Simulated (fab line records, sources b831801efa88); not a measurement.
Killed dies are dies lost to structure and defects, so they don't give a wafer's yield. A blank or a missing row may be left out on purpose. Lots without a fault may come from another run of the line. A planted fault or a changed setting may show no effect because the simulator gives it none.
Problem report in the 8D (eight disciplines) form, filled by code | flow sky130 | the parts of the form that need people (team, actions taken, sign-off) are left out

1. THE PROBLEM
killed_at_other at SKY_PAD_OPEN_PROBE_99 reads a mean of 56.0 on 3 wafers of 1 lot; wafers without a fault read 0.4 with a standard deviation of 0.66. That is +84 standard deviations from the usual mean.
First seen on wafer L554.1, day 49 07:46, on prober-02. The record holds 6 wafers of 2 lots with a number at this step. Rule for "out", or "out of limits": more than 4 standard deviations from the usual mean. The other wafers with a number count as sound.

2. WHAT IT IS AND WHAT IT IS NOT
question                    | is                                                                                                    | is not
which readings at this step | killed_at_other, defect_limited_yield, killed_dies, sort_bin_3_pad_short, sort_n_pass, sort_yield_pct | killed_at_M0_to_M3, killed_at_M4_up, killed_at_contacts, killed_at_front_end, killed_open, killed_short, sort_bin_6_memory
which lots                  | L554                                                                                                  | L564
which wafers of those lots  | all that have a number                                                                                | -
read on which tools         | prober-02                                                                                             | -
when                        | from day 49 07:46                                                                                     | up to then (0 sound wafers); but 3 sound wafers of L564 came after

3. SUSPECTS, AND WHAT RULES EACH OUT
Counting: a tool at a process step up to the reading stays a suspect if it ran every lot that is out and no sound lot after the first of them.
- wet_bench-04 at SKY_CAPM_CLEAN_17 (cleans in O3/DIW): kept. It ran the lot that is out, L554 (day 41 15:13), and no sound lot after that.
- rie_diel-01 at SKY_VIA3_ETCH_14 (etches BARC in N2/H2, stops on SiO2, time 45.9 s, target depth 60 nm): ruled out as a lasting fault. Sound lots L564 ran on it after its first lot that is out, L554 (day 43 16:26).
- plasma_asher-03 at SKY_PASSIVATION_STRIP_12 (strips in O2/N2): kept. It ran the lot that is out, L554 (day 48 09:50), and no sound lot after that.
- prober-02 at SKY_PAD_OPEN_PROBE_99: ruled out as a lasting fault. Sound lots L564 ran on it after its first lot that is out, L554 (day 49 07:46).
Left after counting: wet_bench-04 at SKY_CAPM_CLEAN_17, plasma_asher-03 at SKY_PASSIVATION_STRIP_12.

4. THE CAUSE (what the simulator had put in)
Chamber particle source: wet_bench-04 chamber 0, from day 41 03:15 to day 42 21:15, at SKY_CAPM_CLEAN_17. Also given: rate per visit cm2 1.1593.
Counting left 2 suspects, and this tool is among them.

5. THE CHAIN OF EFFECTS, in route order
Each row: a reading whose mean over the struck wafers that have a number lies more than 3 standard deviations from the usual. Only readings for which the record gives a usual standard deviation are gone through. hours: the time from each lot's start at the first step in this table that gives one to its start at this step, as a median over the lots. sigmas: the change in usual standard deviations.
hours | step                  | reading              | usual  | on struck wafers | change | sigmas
0     | SKY_PAD_OPEN_PROBE_99 | defect_limited_yield | 82.3 % | 71.3             | -11.0  | -5.0
0     | SKY_PAD_OPEN_PROBE_99 | killed_at_other      | 0.4    | 56.0             | +55.6  | +84
0     | SKY_PAD_OPEN_PROBE_99 | killed_dies          | 87     | 141              | +54    | +4.9
0     | SKY_PAD_OPEN_PROBE_99 | sort_bin_3_pad_short | 0.8 %  | 3.7              | +2.9   | +6.8
0     | SKY_PAD_OPEN_PROBE_99 | sort_bin_5_function  | 10.5 % | 17.2             | +6.7   | +4.2
0     | SKY_PAD_OPEN_PROBE_99 | sort_n_pass          | 405    | 351              | -54    | -4.9
0     | SKY_PAD_OPEN_PROBE_99 | sort_yield_pct       | 82.3 % | 71.3             | -11.0  | -5.0
The process steps in it:
- SKY_PAD_OPEN_PROBE_99

6. WHAT WOULD HAVE CAUGHT IT SOONER
In this record the first reading out of limits was taken at day 49 07:46, 197 hours after the fault began at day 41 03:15.
All the lots that are out (1) had begun SKY_CAPM_CLEAN_17 on wet_bench-04 by day 49 07:46. A hold on the tool at that time would have spared none of them.
